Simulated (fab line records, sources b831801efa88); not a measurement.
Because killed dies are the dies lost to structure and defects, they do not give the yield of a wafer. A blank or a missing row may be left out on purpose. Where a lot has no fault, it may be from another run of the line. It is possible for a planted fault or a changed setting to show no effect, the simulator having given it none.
fab line records ; flow sky130
record lots=14; wafers=42; last-day=50
route steps=708 shown METAL1@434 VIA1@472
lots untouched by any fault: they come from a run of this same line in which no faults occurred
start-h: start of the lot's first displayed wafer, in hours after the record's first day ; wait-h: hours since the lot's step before ; " the same as in the row above ; L1.1+2: several wafers, shown together as one row ; - no value present, or no start provided ; * or withheld: withheld ; < > ~ a bound
route shown NAME@n: names a module that has steps shown in the file, with the first one's number in the route ; usual: average and standard deviation across the fault-free wafers ; same: alike in all rows ; chamber/n: place in a boat ; sites: the reading at each site ; _std_site: how widely they spread, as a standard deviation ; _edge_site: the outer-site mean with the inner-site mean subtracted ; radius-mm: for every site, how far away it sits from the centre of the wafer ; mask NAME#n: copy n ; behind: the tool/chamber that last shaped the wafer ; hold: why the lot was held/for how many hours/how that ended ; device: whichever transistor did not switch (one of n, p or np) ; end of line: the tests these same wafers got at the end of their route ; a step given without rows: its recipe and nothing more ; killed: dies lost to structure and defects at the first sort, not the wafer's yield ; map: the dies of a wafer, with x for killed, . for not killed, _ for no die there
set.NAME: setting as actually run; set.NAME@STEP: the setting as run at that earlier step ; model.NAME: the simulator's own value behind a step, which no gauge read
route steps across a sampled set of lots; one table per step, one row per wafer
services: when a tool's chamber went out of use (start-h, in hours from the record's first day, below 0 if earlier), for how many hours, and the reason
## steps
# step SKY_METAL1_SPUTTER_00
# recipe material=Ti; target-thk-nm=15; power-w=3000; time-s=10; chamber-pressure-pa=0.4
# usual throttle-valve-pct=30.1/1.4
lot.wafer;tool;chamber;start-h;wait-h;throttle-valve-pct
L403.1;pvd-sputter-01;-;743.63;0.2;32.1
L403.5;pvd-sputter-01;-;743.63;0.2;31.8
L403.6;pvd-sputter-01;-;743.63;0.2;30.1
L406.1;pvd-sputter-01;-;770.71;0.1;30.1
L406.2;pvd-sputter-01;-;770.71;0.1;27.7
L406.3;pvd-sputter-01;-;770.71;0.1;31.7
L407.4;pvd-sputter-01;-;775.82;0.2;31.9
L407.5;pvd-sputter-01;-;775.82;0.2;30.0
L407.6;pvd-sputter-01;-;775.82;0.2;27.3
L408.1;pvd-sputter-02;-;778.31;0.2;29.0
L408.3;pvd-sputter-02;-;778.31;0.2;27.9
L408.6;pvd-sputter-02;-;778.31;0.2;30.7
L409.3;pvd-sputter-02;-;787.44;0.1;27.7
L409.4;pvd-sputter-02;-;787.44;0.1;29.3
L409.5;pvd-sputter-02;-;787.44;0.1;30.6
L410.1;pvd-sputter-01;-;806.25;0.2;31.9
L410.3;pvd-sputter-01;-;806.25;0.2;29.9
L410.6;pvd-sputter-01;-;806.25;0.2;31.2
L412.4;pvd-sputter-02;-;819.42;0.2;27.8
L412.5;pvd-sputter-02;-;819.42;0.2;31.4
L412.6;pvd-sputter-02;-;819.42;0.2;27.9
L413.3;pvd-sputter-01;-;823.47;0.1;31.7
L413.4;pvd-sputter-01;-;823.47;0.1;27.9
L413.6;pvd-sputter-01;-;823.47;0.1;27.7
L414.3;pvd-sputter-04;-;831.19;0.2;29.1
L414.5;pvd-sputter-04;-;831.19;0.2;30.5
L414.6;pvd-sputter-04;-;831.19;0.2;29.5
L415.3;pvd-sputter-01;-;837.01;0.1;31.8
L415.5;pvd-sputter-01;-;837.01;0.1;31.3
L415.6;pvd-sputter-01;-;837.01;0.1;27.7
L416.1;pvd-sputter-04;-;843.43;0.1;30.4
L416.2;pvd-sputter-04;-;843.43;0.1;29.5
L416.3;pvd-sputter-04;-;843.43;0.1;30.6
L417.1;pvd-sputter-04;-;850.14;0.1;30.5
L417.5;pvd-sputter-04;-;850.14;0.1;29.5
L417.6;pvd-sputter-04;-;850.14;0.1;30.0
L423.3;pvd-sputter-02;-;892.35;0.1;30.7
L423.5;pvd-sputter-02;-;892.35;0.1;31.4
L423.6;pvd-sputter-02;-;892.35;0.1;30.9
L424.2;pvd-sputter-01;-;910.07;0.2;31.4
L424.4;pvd-sputter-01;-;910.07;0.2;30.1
L424.5;pvd-sputter-01;-;910.07;0.2;30.0
# step SKY_METAL1_SPUTTER_03
# recipe material=Ti; target-thk-nm=5; power-w=3000; time-s=3.3; chamber-pressure-pa=0.4
# usual throttle-valve-pct=30.1/1.4
lot.wafer;tool;chamber;start-h;wait-h;throttle-valve-pct
L403.1;pvd-sputter-01;-;743.71;0.0;32.0
L403.5;pvd-sputter-01;-;743.71;0.0;32.1
L403.6;pvd-sputter-01;-;743.71;0.0;30.0
L406.1;pvd-sputter-01;-;770.78;0.0;29.9
L406.2;pvd-sputter-01;-;770.78;0.0;27.7
L406.3;pvd-sputter-01;-;770.78;0.0;31.9
L407.4;pvd-sputter-01;-;775.89;0.0;32.0
L407.5;pvd-sputter-01;-;775.89;0.0;30.4
L407.6;pvd-sputter-01;-;775.89;0.0;27.9
L408.1;pvd-sputter-02;-;778.38;0.0;29.3
L408.3;pvd-sputter-02;-;778.38;0.0;27.6
L408.6;pvd-sputter-02;-;778.38;0.0;30.6
L409.3;pvd-sputter-02;-;787.51;0.0;27.9
L409.4;pvd-sputter-02;-;787.51;0.0;29.2
L409.5;pvd-sputter-02;-;787.51;0.0;30.9
L410.1;pvd-sputter-01;-;806.32;0.0;31.9
L410.3;pvd-sputter-01;-;806.32;0.0;29.8
L410.6;pvd-sputter-01;-;806.32;0.0;31.1
L412.4;pvd-sputter-02;-;819.50;0.0;27.7
L412.5;pvd-sputter-02;-;819.50;0.0;31.4
L412.6;pvd-sputter-02;-;819.50;0.0;27.6
L413.3;pvd-sputter-01;-;823.54;0.0;31.2
L413.4;pvd-sputter-01;-;823.54;0.0;27.5
L413.6;pvd-sputter-01;-;823.54;0.0;27.8
L414.3;pvd-sputter-04;-;831.34;0.0;29.5
L414.5;pvd-sputter-04;-;831.34;0.0;30.6
L414.6;pvd-sputter-04;-;831.34;0.0;29.6
L415.3;pvd-sputter-01;-;837.08;0.0;32.0
L415.5;pvd-sputter-01;-;837.08;0.0;31.5
L415.6;pvd-sputter-01;-;837.08;0.0;27.5
L416.1;pvd-sputter-04;-;843.57;0.0;30.2
L416.2;pvd-sputter-04;-;843.57;0.0;29.8
L416.3;pvd-sputter-04;-;843.57;0.0;30.3
L417.1;pvd-sputter-04;-;850.28;0.0;30.4
L417.5;pvd-sputter-04;-;850.28;0.0;29.6
L417.6;pvd-sputter-04;-;850.28;0.0;30.2
L423.3;pvd-sputter-02;-;892.42;0.0;30.5
L423.5;pvd-sputter-02;-;892.42;0.0;31.4
L423.6;pvd-sputter-02;-;892.42;0.0;30.4
L424.2;pvd-sputter-01;-;910.14;0.0;31.5
L424.4;pvd-sputter-01;-;910.14;0.0;30.2
L424.5;pvd-sputter-01;-;910.14;0.0;30.1
# step SKY_VIA1_ETCH_14
# recipe chemistry=N2/H2; target=BARC; ion-energy-ev=200; source-w=500; bias-w=100; pressure-mtorr=30; n2-flow-sccm=100; h2-flow-sccm=200; stop-on=SiO2; time-s=45.9; target-depth-a=600
# usual drypump-motor-current-A=5.7/0.58; h2-flow-sccm=199.9/0.59; oes-product-au=0.854/0.0047; rf-fwd-power-W=495.1/1.7; run-length-s=74.1/0.36; throttle-valve-pct=13.224/0.0094
lot.wafer;tool;chamber;start-h;wait-h;drypump-motor-current-A;h2-flow-sccm;oes-product-au;rf-fwd-power-W;rf-hours-counter-h;run-length-s;throttle-valve-pct
L403.1;rie-diel-04;2;799.05;0.0;6.4;199.8;0.852;495.1;15;74.0;13.238
L403.5;rie-diel-04;0;799.05;0.0;5.9;199.5;0.848;495.6;-;73.8;13.226
L403.6;rie-diel-04;1;799.05;0.0;6.3;199.6;0.864;496.5;-;74.5;13.223
L406.1;rie-diel-03;1;825.15;0.0;6.0;199.2;0.850;495.5;13;74.5;13.217
L406.2;rie-diel-03;3;825.15;0.0;6.0;200.0;0.855;497.9;23;74.7;13.229
L406.3;rie-diel-03;2;825.15;0.0;5.7;199.9;0.851;494.1;13;73.9;13.219
L407.4;rie-diel-03;2;829.05;0.0;5.7;200.7;0.861;496.2;13;73.4;13.236
L407.5;rie-diel-03;2;829.05;0.0;5.7;200.3;0.856;495.9;-;73.8;13.226
L407.6;rie-diel-03;1;829.05;0.0;6.0;199.8;0.853;495.0;-;74.0;13.216
L408.1;rie-diel-01;3;831.35;0.0;4.8;201.2;0.861;493.0;2;74.7;13.213
L408.3;rie-diel-01;2;831.35;0.0;5.1;199.8;0.853;493.5;8;74.6;13.226
L408.6;rie-diel-01;3;831.35;0.0;4.8;200.9;0.855;494.9;-;74.0;13.217
L409.3;rie-diel-01;2;841.33;0.0;5.1;199.8;0.863;494.6;8;74.1;13.232
L409.4;rie-diel-01;0;841.33;0.0;5.8;199.7;0.856;494.1;5;73.8;13.212
L409.5;rie-diel-01;3;841.33;0.0;4.8;199.8;0.851;493.7;-;74.8;13.230
L410.1;rie-diel-01;1;859.73;0.0;4.8;199.9;0.848;494.9;6;73.7;13.223
L410.3;rie-diel-01;3;859.73;0.0;4.8;200.0;0.849;495.1;3;74.3;13.222
L410.6;rie-diel-01;2;859.73;0.0;5.1;199.8;0.846;491.2;-;74.3;13.224
L412.4;rie-diel-01;3;872.55;0.0;4.8;198.3;0.857;495.4;3;74.0;13.227
L412.5;rie-diel-01;1;872.55;0.0;4.9;199.8;0.853;498.6;-;73.6;13.234
L412.6;rie-diel-01;0;872.55;0.0;5.8;200.1;0.861;492.5;-;73.6;13.224
L413.3;rie-diel-01;3;877.15;0.0;4.8;200.2;0.846;494.3;3;74.3;13.234
L413.4;rie-diel-01;2;877.15;0.0;5.1;200.1;0.856;493.5;9;74.1;13.208
L413.6;rie-diel-01;1;877.15;0.0;4.9;198.8;0.849;497.4;-;73.5;13.235
L414.3;rie-diel-01;1;885.34;0.0;4.9;200.7;0.844;495.9;7;73.7;13.224
L414.5;rie-diel-01;2;885.34;0.0;5.1;198.6;0.857;492.5;-;74.1;13.216
L414.6;rie-diel-01;1;885.34;0.0;4.9;199.7;0.855;493.9;-;73.6;13.217
L415.3;rie-diel-01;1;891.48;0.0;4.9;200.8;0.922;-;7;69.7;13.241
L415.5;rie-diel-01;3;891.48;0.0;4.8;200.3;0.912;-;-;70.6;13.214
L415.6;rie-diel-01;0;891.48;0.0;5.8;201.1;0.921;-;-;70.1;13.237
L416.1;rie-diel-01;2;897.34;0.0;5.1;199.6;0.926;-;10;70.5;13.240
L416.2;rie-diel-01;3;897.34;0.0;4.8;199.9;0.917;-;4;70.6;13.237
L416.3;rie-diel-01;0;897.34;0.0;5.8;199.8;0.924;-;6;70.2;13.222
L417.1;rie-diel-03;0;902.60;0.0;6.2;200.5;0.852;495.6;5;73.8;13.221
L417.5;rie-diel-03;3;902.60;0.0;5.9;199.9;0.858;494.9;-;74.2;13.231
L417.6;rie-diel-03;2;902.60;0.0;5.7;199.7;0.857;495.1;-;73.4;13.235
L423.3;rie-diel-04;1;943.69;0.0;6.3;199.2;0.853;494.1;19;74.6;13.248
L423.5;rie-diel-04;1;943.69;0.0;6.3;199.1;0.848;495.1;-;74.4;13.228
L423.6;rie-diel-04;2;943.69;0.0;6.4;200.3;0.859;495.6;-;74.7;13.231
L424.2;rie-diel-03;0;960.69;0.0;6.3;199.8;0.861;496.1;6;74.3;13.230
L424.4;rie-diel-03;1;960.69;0.0;6.0;199.4;0.854;497.1;17;74.0;13.226
L424.5;rie-diel-03;2;960.69;0.0;5.7;200.0;0.849;495.5;-;73.5;13.214
# step SKY_VIA1_ETCH_15
# recipe target=SiO2; chemistry=C4F8/O2/Ar; target-depth-nm=351; stop-on=TiN; mask-material=KrF-thick; source-w=1500; bias-w=1200; pressure-mtorr=40; c4f8-flow-sccm=withheld; O2_flow_sccm=6; Ar_flow_sccm=300; time-s=54
# usual oes-product-au=0.980/0.0059; rf-fwd-power-W=1486/4.9; run-length-s=82.1/0.33
lot.wafer;tool;chamber;start-h;wait-h;oes-product-au;rf-fwd-power-W;rf-hours-counter-h;run-length-s
L403.1;rie-diel-04;2;799.09;0.0;0.968;1481;15;82.5
L403.5;rie-diel-04;0;799.09;0.0;0.985;1485;-;82.0
L403.6;rie-diel-04;1;799.09;0.0;0.977;1479;-;82.9
L406.1;rie-diel-03;1;825.19;0.0;0.971;1482;13;82.1
L406.2;rie-diel-03;3;825.19;0.0;0.974;1491;23;82.1
L406.3;rie-diel-03;2;825.19;0.0;0.967;1491;13;81.5
L407.4;rie-diel-03;2;829.09;0.0;0.979;1491;13;82.0
L407.5;rie-diel-03;2;829.09;0.0;0.977;1487;-;81.7
L407.6;rie-diel-03;1;829.09;0.0;0.969;1485;-;82.4
L408.1;rie-diel-01;3;831.39;0.0;0.987;1488;2;82.6
L408.3;rie-diel-01;2;831.39;0.0;0.971;1486;8;82.1
L408.6;rie-diel-01;3;831.39;0.0;0.983;1486;-;82.2
L409.3;rie-diel-01;2;841.38;0.0;0.976;1482;8;82.0
L409.4;rie-diel-01;0;841.38;0.0;0.984;1482;5;82.4
L409.5;rie-diel-01;3;841.38;0.0;0.986;1483;-;82.1
L410.1;rie-diel-01;1;859.78;0.0;0.985;1479;6;81.7
L410.3;rie-diel-01;3;859.78;0.0;0.984;1484;3;82.7
L410.6;rie-diel-01;2;859.78;0.0;0.976;1488;-;82.1
L412.4;rie-diel-01;3;872.59;0.0;0.986;1486;3;82.5
L412.5;rie-diel-01;1;872.59;0.0;0.977;1496;-;81.6
L412.6;rie-diel-01;0;872.59;0.0;0.980;1477;-;82.1
L413.3;rie-diel-01;3;877.19;0.0;0.983;1487;3;82.3
L413.4;rie-diel-01;2;877.19;0.0;0.986;1485;9;82.5
L413.6;rie-diel-01;1;877.19;0.0;0.988;1492;-;81.6
L414.3;rie-diel-01;1;885.38;0.0;0.989;1493;7;81.8
L414.5;rie-diel-01;2;885.38;0.0;0.982;1495;-;82.1
L414.6;rie-diel-01;1;885.38;0.0;0.978;1500;-;82.1
L415.3;rie-diel-01;1;891.53;0.0;0.974;1492;7;81.5
L415.5;rie-diel-01;3;891.53;0.0;0.973;1486;-;82.4
L415.6;rie-diel-01;0;891.53;0.0;0.979;1481;-;81.8
L416.1;rie-diel-01;2;897.38;0.0;0.980;1484;10;82.6
L416.2;rie-diel-01;3;897.38;0.0;0.981;1479;4;82.2
L416.3;rie-diel-01;0;897.38;0.0;0.985;1486;6;82.2
L417.1;rie-diel-03;0;902.64;0.0;0.978;1483;5;82.2
L417.5;rie-diel-03;3;902.64;0.0;0.989;1491;-;82.3
L417.6;rie-diel-03;2;902.64;0.0;0.978;1487;-;81.7
L423.3;rie-diel-04;1;943.73;0.0;0.976;1489;19;82.9
L423.5;rie-diel-04;1;943.73;0.0;0.982;1484;-;82.6
L423.6;rie-diel-04;2;943.73;0.0;0.983;1482;-;82.0
L424.2;rie-diel-03;0;960.73;0.0;0.976;1490;6;82.0
L424.4;rie-diel-03;1;960.73;0.0;0.975;1489;17;82.4
L424.5;rie-diel-03;2;960.73;0.0;0.970;1490;-;81.5
## services
tool;chamber;start-h;hours;kind
pvd-sputter-02;-;751.22;4.7;repair
rie-diel-01;0;755.91;21.2;repair
rie-diel-04;0;760.95;3.2;repair
pvd-sputter-04;-;778.15;0.7;repair
rie-diel-04;-;784.82;1.7;repair
rie-diel-01;2;789.06;4.2;repair
pvd-sputter-04;-;792.23;0.8;repair
pvd-sputter-04;-;815.61;3.7;repair
rie-diel-04;-;818.61;14.6;pm
pvd-sputter-04;-;822.61;7.9;repair
rie-diel-01;0;824.43;1.8;repair
rie-diel-04;2;836.92;4.7;repair
rie-diel-04;-;837.82;1.1;repair
rie-diel-04;-;838.34;0.4;repair
rie-diel-04;-;844.92;2.8;pm
rie-diel-03;3;851.24;16.1;repair
pvd-sputter-01;-;865.20;1.9;repair
pvd-sputter-04;-;883.94;1.9;repair
pvd-sputter-01;-;887.18;3.8;repair
rie-diel-03;1;902.48;5.8;repair
pvd-sputter-02;-;903.76;0.9;repair
pvd-sputter-01;-;914.43;2.3;repair
rie-diel-01;0;923.02;3.5;repair
rie-diel-01;0;947.70;8.1;repair
## key
first-sign step=SKY_VIA1_ETCH_14; reading=oes-product-au; direction=up; sigmas=14; usual=0.854; struck=0.920
effect step=SKY_VIA1_ETCH_14; reading=run-length-s; direction=down; sigmas=11; usual=*; struck=*
met-at SKY_VIA1_ETCH_14
struck-lots L415,L416
sort-left-out L415.3,L415.5,L415.6,L416.1,L416.2,L416.3
not-acting-at SKY_METAL1_SPUTTER_00,SKY_METAL1_SPUTTER_03,SKY_VIA1_ETCH_15
onset-between 885.34 891.48
fault kind=process-parameter-drift; tool=rie-diel-01; chamber=-; onset-h=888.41; steps=SKY_VIA1_ETCH_14; channel=time-s; offset=*; shape=step; end-h=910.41; acts-in=*; stated=*
# sort-left-out: the simulated sort isn't trusted on such a fault, so these wafers' sort isn't shown, and their yield isn't known
